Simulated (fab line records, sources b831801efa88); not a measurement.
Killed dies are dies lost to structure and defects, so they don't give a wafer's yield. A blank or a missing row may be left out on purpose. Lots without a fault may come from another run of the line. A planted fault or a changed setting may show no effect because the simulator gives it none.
Chamber matching | flow gf180mcu | GF_V3_CVD_02 on pecvd-03: 3 sister chambers
The step deposits SiO2 from TEOS, target thk 850 nm, time 94.851 s. 6 wafers are shown with their chamber, then 8 later ones without.

WAFERS WITH THEIR CHAMBER
wafer  | chamber | heater_power_w (W)
L088.2 | 2       | 686
L088.6 | 0       | 641
L092.1 | 0       | 678
L092.2 | 1       | 651
L092.5 | 2       | 587
L093.1 | 1       | 766

WAFERS WITHOUT THEIR CHAMBER
wafer  | heater_power_w (W)
L093.4 | 687
L093.5 | 680
L094.1 | 757
L094.2 | 708
L094.3 | 608
L095.1 | 684
L095.3 | 741
L095.6 | 701

WHICH CHAMBER EACH WENT THROUGH
wafer  | from the rows above          | in truth
L093.4 | can't be placed: 1 or 0 or 2 | 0
L093.5 | can't be placed: 0 or 1 or 2 | 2
L094.1 | can't be placed: 1 or 0 or 2 | 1
L094.2 | can't be placed: 1 or 0 or 2 | 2
L094.3 | can't be placed: 2 or 0 or 1 | 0
L095.1 | can't be placed: 0 or 1 or 2 | 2
L095.3 | can't be placed: 1 or 0 or 2 | 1
L095.6 | can't be placed: 1 or 0 or 2 | 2
Placed correctly: 0 of 8. Can't be placed from these rows: 8 (the true chamber is among the candidates in 8). Placed wrongly: 0.
How it was worked out, from the rows above alone: a wafer's distance from a chamber is the root of the sum, over the readings, of the square of ((its reading less the chamber's mean) divided by the reading's scatter). The wafer belongs to the nearest chamber; if the next one is less than 2 further off, it can't be placed. A chamber's mean is the mean of its shown wafers. The scatter: the root of (the sum of the squares of (reading less its chamber's mean) over the shown wafers, divided by (wafers less chambers)).
